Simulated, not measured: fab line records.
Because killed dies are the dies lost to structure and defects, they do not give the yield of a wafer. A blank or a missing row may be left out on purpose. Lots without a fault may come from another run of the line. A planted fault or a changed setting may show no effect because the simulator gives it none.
Which tool did it? || flow gf180mcu || 6 lots with 18 wafers sampled at 2 steps, on a route of 602 steps

WHAT EACH GAUGE READ, for each wafer
GF_NWELL_TW_MEAS_11.
{"lot": "L975", "measured": "day 3 16:59", "on": "filmMetro-01", "NWELL_TW": "1563 1557 1559"}
{"lot": "L980", "measured": "day 5 01:19", "on": "filmMetro-02", "NWELL_TW": "1579 1577 1576"}
{"lot": "L982", "measured": "day 5 09:37", "on": "filmMetro-04", "NWELL_TW": "1602 1597 1603"}
{"lot": "L984", "measured": "day 5 20:40", "on": "filmMetro-02", "NWELL_TW": "1646 1647 1634"}
{"lot": "L986", "measured": "day 6 05:41", "on": "filmMetro-01", "NWELL_TW": "1579 1574 1569"}
{"lot": "L988", "measured": "day 6 18:29", "on": "filmMetro-02", "NWELL_TW": "1665 1657 1661"}

WHICH TOOL RAN EACH LOT (tool, then ch and the chambers of the sampled wafers, then the start)
{"lot": "L975", "GF_NWELL_IMPLANT_09": "implanter-02 ch 0, day 3 16:46"}
{"lot": "L980", "GF_NWELL_IMPLANT_09": "implanter-02 ch 0, day 5 01:06"}
{"lot": "L982", "GF_NWELL_IMPLANT_09": "implanter-02 ch 0, day 5 09:22"}
{"lot": "L984", "GF_NWELL_IMPLANT_09": "implanter-04 ch 0, day 5 20:06"}
{"lot": "L986", "GF_NWELL_IMPLANT_09": "implanter-04 ch 0, day 6 05:26"}
{"lot": "L988", "GF_NWELL_IMPLANT_09": "implanter-01 ch 0, day 6 17:56"}
- GF_NWELL_IMPLANT_09

THE ANSWER, worked out from the rows above alone
Rule: usual is defined by the lots themselves. Put in order of their means at a reading, lots are off if they are a third of the lots or fewer, leave a main group of 4 or more, and stand apart from it by a gap of 3 or more times the standard deviation of the main group's means; of several such gaps the widest counts. If all means in a main group match to the digits the tables above print for the reading, that group is not used. A lot without any number at a reading at which 4 lots or more have one is off too. Any other lot the step has rows for is counted as sound.
None of the lots is off at any reading shown; this tells nothing.

WHAT THE SIMULATOR HAD PUT IN
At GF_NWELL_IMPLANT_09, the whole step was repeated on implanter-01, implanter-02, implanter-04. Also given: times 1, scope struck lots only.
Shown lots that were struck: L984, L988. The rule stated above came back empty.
